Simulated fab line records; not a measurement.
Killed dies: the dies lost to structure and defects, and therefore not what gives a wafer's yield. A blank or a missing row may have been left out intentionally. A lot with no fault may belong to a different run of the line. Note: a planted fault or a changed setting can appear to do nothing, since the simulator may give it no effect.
fab line records | flow sky130 | part 2 of 2: steps 26 to 35 of 35
record lots=5 wafers=15 last-day=50
route steps=708 shown FIELD_ISO@18 NWELL@32 DNWELL@35 PWDE@45
lots with no fault: from the same line, run without faults
start-h: hours from the record's first day to the start of the lot's first wafer shown | wait-h: how many hours have passed since the lot's step before this one | " identical to the entry in the row above | L1.1+2: a single row standing in for several wafers | - no value present, or no start provided | * or withheld: withheld | < > ~ a bound
route shown NAME@n: a module of which the file shows steps, and the number in the route of the first | usual: mean and standard deviation over wafers with no fault | same: alike in all rows | chamber/n: place in a boat | sites: per-site readings | _std_site: their standard deviation | _edge_site: mean of outer sites minus mean of inner sites | radius-mm: how far each site lies from the wafer's centre | mask NAME#n: copy n | behind: the last tool/chamber to shape the wafer | hold: cause of the lot's hold/its duration in hours/its outcome | device: whichever transistor did not switch (one of n, p or np) | end of line: tests of these same wafers at the route's end | a step with no rows: only its recipe | killed: count of dies lost to structure and defects at first sort (not the wafer's yield) | map: a wafer's dies, marking killed ones x, the rest . and places with no die _
set.NAME: the run value of the setting; set.NAME@STEP: its run value at that earlier step | model.NAME: the simulator's own value behind a step, which no gauge read
lots at selected steps of the route; one table per step, one row per wafer
services: a tool's chamber out of use, with start hour (start-h, from the record's first day; less than 0 if before it), hours out, and reason
## steps
# step SKY_DNWELL_STRIP_08
# recipe chemistry=O2/N2 power-w=1400 pressure-mtorr=1500 platen-temp-c=withheld o2-flow-sccm=3000 n2-flow-sccm=300 overash-fraction=0.5
# usual drypump-motor-current-A=5.8/0.42 n2-flow-sccm=300.0/0.88 oes-product-au=0.722/0.0046 strip-time-to-endpoint-s=36.90/0.085
# columns lot.wafer tool chamber start-h wait-h drypump-motor-current-A n2-flow-sccm oes-product-au rf-hours-counter-h strip-time-to-endpoint-s
L081.2 plasma-asher-02 0 90.50 0.1 5.9 300.0 0.725 33 36.87
L081.3 " 0 " " 5.9 298.8 0.728 - 36.95
L081.6 " 1 " " 5.9 299.3 0.728 - 36.99
L082.1 plasma-asher-01 0 95.44 0.1 5.5 299.5 0.726 32 36.89
L082.2 " 1 " " 5.2 300.7 0.723 32 36.84
L082.3 " 1 " " 5.2 299.5 0.723 - 36.79
L088.3 plasma-asher-02 1 125.20 0.1 5.9 301.0 0.722 - 36.86
L088.4 " 0 " " 5.9 301.3 0.721 - 36.95
L088.6 " 0 " " 5.9 300.3 0.715 - 36.89
L089.2 plasma-asher-02 0 131.90 0.1 5.9 297.6 0.721 1 36.96
L089.3 " 0 " " 5.9 299.2 0.724 - 36.84
L089.4 " 1 " " 5.9 301.2 0.732 - 36.97
L094.2 plasma-asher-03 0 158.76 0.1 6.6 301.8 0.724 49 36.98
L094.4 " 0 " " 6.6 300.3 0.725 - 37.04
L094.5 " 1 " " 6.0 299.2 0.717 - 36.99
# step SKY_DNWELL_TW_MEAS_09
# usual DNWELL_TW=1113/13
# columns lot.wafer tool chamber start-h wait-h DNWELL_TW
L081.2 film-metro-02 - 90.61 0.1 1117
L081.3 " - " " 1118
L081.6 " - " " 1117
L082.1 film-metro-01 - 95.54 0.1 1124
L082.2 " - " " 1121
L082.3 " - " " 1118
L088.3 film-metro-01 - 125.28 0.1 1123
L088.4 " - " " 1123
L088.6 " - " " 1124
L089.2 film-metro-03 - 132.01 0.1 1101
L089.3 " - " " 1102
L089.4 " - " " 1103
L094.2 film-metro-02 - 158.87 0.1 1128
L094.4 " - " " 1133
L094.5 " - " " 1130
# step SKY_PWDE_DEHYDRATE_00
# recipe temp-c=200 time-s=60
# usual resist-line-temp-C=23.00/0.097
# columns lot.wafer tool chamber start-h wait-h resist-line-temp-C
L081.2 litho-track-01 0 98.39 7.8 23.03
L081.3 " 0 " " 23.14
L081.6 " 0 " " 23.03
L082.1 litho-track-02 0 103.90 8.3 23.11
L082.2 " 0 " " 23.01
L082.3 " 0 " " 23.08
L088.3 litho-track-01 0 134.46 9.2 22.96
L088.4 " 0 " " 22.91
L088.6 " 0 " " 22.90
L089.2 litho-track-01 0 141.04 9.0 22.74
L089.3 " 0 " " 23.00
L089.4 " 0 " " 22.90
L094.2 litho-track-01 0 169.34 10.5 23.03
L094.4 " 0 " " 22.93
L094.5 " 0 " " 22.98
# step SKY_PWDE_HMDS_01
# recipe prime-time-s=60 prime-temp-c=120
# usual resist-line-temp-C=23.00/0.098
# same prime-time-s=60
# columns lot.wafer tool chamber start-h wait-h resist-line-temp-C
L081.2 litho-track-01 0 98.54 0.1 22.96
L081.3 " 0 " " 22.98
L081.6 " 0 " " 22.96
L082.1 litho-track-02 0 104.05 0.1 22.90
L082.2 " 0 " " 23.05
L082.3 " 0 " " 23.02
L088.3 litho-track-01 0 134.61 0.1 23.12
L088.4 " 0 " " 23.06
L088.6 " 0 " " 23.10
L089.2 litho-track-01 0 141.19 0.1 23.16
L089.3 " 0 " " 22.92
L089.4 " 0 " " 22.94
L094.2 litho-track-01 0 169.49 0.1 23.07
L094.4 " 0 " " 23.08
L094.5 " 0 " " 23.12
# step SKY_PWDE_COAT_02
# recipe spin-rpm=2000 resist-thk-nm=3000
# usual resist-line-temp-C=22.98/0.1 spin-speed-rpm=2000.0/1.3
# columns lot.wafer tool chamber start-h wait-h resist-line-temp-C spin-speed-rpm
L081.2 litho-track-01 0 98.69 0.1 23.21 1999.0
L081.3 " 0 " " 23.32 2000.0
L081.6 " 0 " " 23.05 2000.9
L082.1 litho-track-02 0 104.20 0.1 22.81 2001.2
L082.2 " 0 " " 22.88 2001.4
L082.3 " 0 " " 23.04 2002.7
L088.3 litho-track-01 0 134.76 0.1 23.06 1999.1
L088.4 " 0 " " 23.06 2000.0
L088.6 " 0 " " 23.02 2001.0
L089.2 litho-track-01 0 141.34 0.1 22.96 2000.2
L089.3 " 0 " " 23.08 2000.4
L089.4 " 0 " " 23.17 1997.4
L094.2 litho-track-01 0 169.64 0.1 22.92 1999.4
L094.4 " 0 " " 22.81 1999.1
L094.5 " 0 " " 22.89 1999.6
# step SKY_PWDE_SOFTBAKE_03
# recipe temp-c=110 time-s=withheld
# usual resist-line-temp-C=23.01/0.11
# columns lot.wafer tool chamber start-h wait-h resist-line-temp-C
L081.2 litho-track-01 0 98.85 0.1 23.24
L081.3 " 0 " " 23.08
L081.6 " 0 " " 23.20
L082.1 litho-track-02 0 104.35 0.1 22.81
L082.2 " 0 " " 22.96
L082.3 " 0 " " 22.85
L088.3 litho-track-01 0 134.93 0.1 22.96
L088.4 " 0 " " 23.02
L088.6 " 0 " " 23.02
L089.2 litho-track-01 0 141.50 0.1 23.04
L089.3 " 0 " " 22.98
L089.4 " 0 " " 22.95
L094.2 litho-track-01 0 169.80 0.1 23.03
L094.4 " 0 " " 23.12
L094.5 " 0 " " 23.27
# step SKY_PWDE_EXPOSE_04
# recipe mask-id=PWDEM na=0.6 source-shape=conventional sigma-outer=0.6 polarization=unpolarized target-cd-nm=840 dose-mj=214
# usual focus-offset-nm=0.0/0.49
# columns lot.wafer tool chamber start-h wait-h mask focus-offset-nm
L081.2 iline-stepper-02 0 - - PWDEM#0 0.2
L081.3 " 0 " " PWDEM#0 -0.2
L081.6 " 0 " " PWDEM#0 0.4
L082.1 iline-stepper-02 0 - - PWDEM#0 0.5
L082.2 " 0 " " PWDEM#0 -0.6
L082.3 " 0 " " PWDEM#0 0.1
L088.3 iline-stepper-01 0 - - PWDEM#0 -0.7
L088.4 " 0 " " PWDEM#0 -0.8
L088.6 " 0 " " PWDEM#0 -0.7
L089.2 iline-stepper-02 0 - - PWDEM#0 0.7
L089.3 " 0 " " PWDEM#0 -0.3
L089.4 " 0 " " PWDEM#0 0.5
L094.2 iline-stepper-02 0 - - PWDEM#0 -0.3
L094.4 " 0 " " PWDEM#0 -0.5
L094.5 " 0 " " PWDEM#0 0.5
# step SKY_PWDE_PEB_05
# recipe temp-c=115 time-s=withheld
# usual resist-line-temp-C=23.00/0.1
# columns lot.wafer tool chamber start-h wait-h resist-line-temp-C
L081.2 litho-track-04 0 - - 22.98
L081.3 " 0 " " 22.92
L081.6 " 0 " " 22.89
L082.1 litho-track-02 0 - - 22.88
L082.2 " 0 " " 22.88
L082.3 " 0 " " 22.97
L088.3 litho-track-02 0 - - 23.05
L088.4 " 0 " " 23.08
L088.6 " 0 " " 23.11
L089.2 litho-track-02 0 - - 23.02
L089.3 " 0 " " 23.03
L089.4 " 0 " " 22.98
L094.2 litho-track-02 0 - - 22.94
L094.4 " 0 " " 23.16
L094.5 " 0 " " 23.13
# step SKY_PWDE_DEVELOP_06
# recipe wall-angle-deg=90 developer=TMAH develop-time-s=60 dev-temp-c=23
# usual resist-line-temp-C=23.02/0.098
# same develop-time-s=60
# columns lot.wafer tool chamber start-h wait-h resist-line-temp-C
L081.2 litho-track-04 0 - - 23.19
L081.3 " 0 " " 23.10
L081.6 " 0 " " 23.23
L082.1 litho-track-02 0 - - 22.97
L082.2 " 0 " " 22.83
L082.3 " 0 " " 22.92
L088.3 litho-track-02 0 - - 23.06
L088.4 " 0 " " 23.01
L088.6 " 0 " " 23.14
L089.2 litho-track-02 0 - - 23.14
L089.3 " 0 " " 23.09
L089.4 " 0 " " 23.09
L094.2 litho-track-02 0 - - 22.96
L094.4 " 0 " " 23.06
L094.5 " 0 " " 23.04
# step SKY_PWDE_OVL_MEAS_07
# usual PWDE_OVL=-0.7/1.4
# columns lot.wafer tool chamber start-h wait-h PWDE_OVL[nm]
L081.2 overlay-02 - 108.10 - -2.2
L081.3 " - " " -0.6
L081.6 " - " " -1.8
L082.1 overlay-02 - 113.75 - -0.1
L082.2 " - " " -1.0
L082.3 " - " " -0.7
L088.3 overlay-02 - 144.86 - 0.3
L088.4 " - " " -0.3
L088.6 " - " " 0.6
L089.2 overlay-02 - 151.86 - 1.1
L089.3 " - " " 0.7
L089.4 " - " " -0.3
L094.2 overlay-02 - 180.07 - -0.3
L094.4 " - " " -1.3
L094.5 " - " " -1.2
## services
# columns tool chamber start-h hours kind
wet-bench-03 - 45.64 15.0 repair
cmp-02 - 47.11 2.0 repair
wet-bench-04 - 47.88 2.0 repair
iline-stepper-02 - 52.45 37.8 repair
furnace-02 - 59.89 3.2 pm
cmp-02 - 64.00 4.0 pm
hdpcvd-01 - 66.75 15.0 pm
cmp-02 - 68.00 - consumable-replace:conditioner
cmp-02 - 68.00 - consumable-replace:pad
plasma-asher-02 - 70.23 7.0 pm
cmp-02 - 83.38 5.5 pm
iline-stepper-01 - 90.25 1.7 pm
rie-si-02 1 103.45 - clean
plasma-asher-03 - 107.53 14.6 pm
plasma-asher-02 - 108.75 9.0 pm
hdpcvd-01 - 109.95 14.6 pm
wet-bench-04 - 116.49 1.9 pm
cmp-01 - 126.18 0.7 repair
rie-si-01 - 133.99 0.4 repair
implanter-02 - 136.20 16.9 pm
cmp-01 - 141.00 4.5 pm
hdpcvd-02 1 151.74 8.6 repair
implanter-04 - 158.88 4.1 pm
rie-si-01 3 159.82 27.2 repair
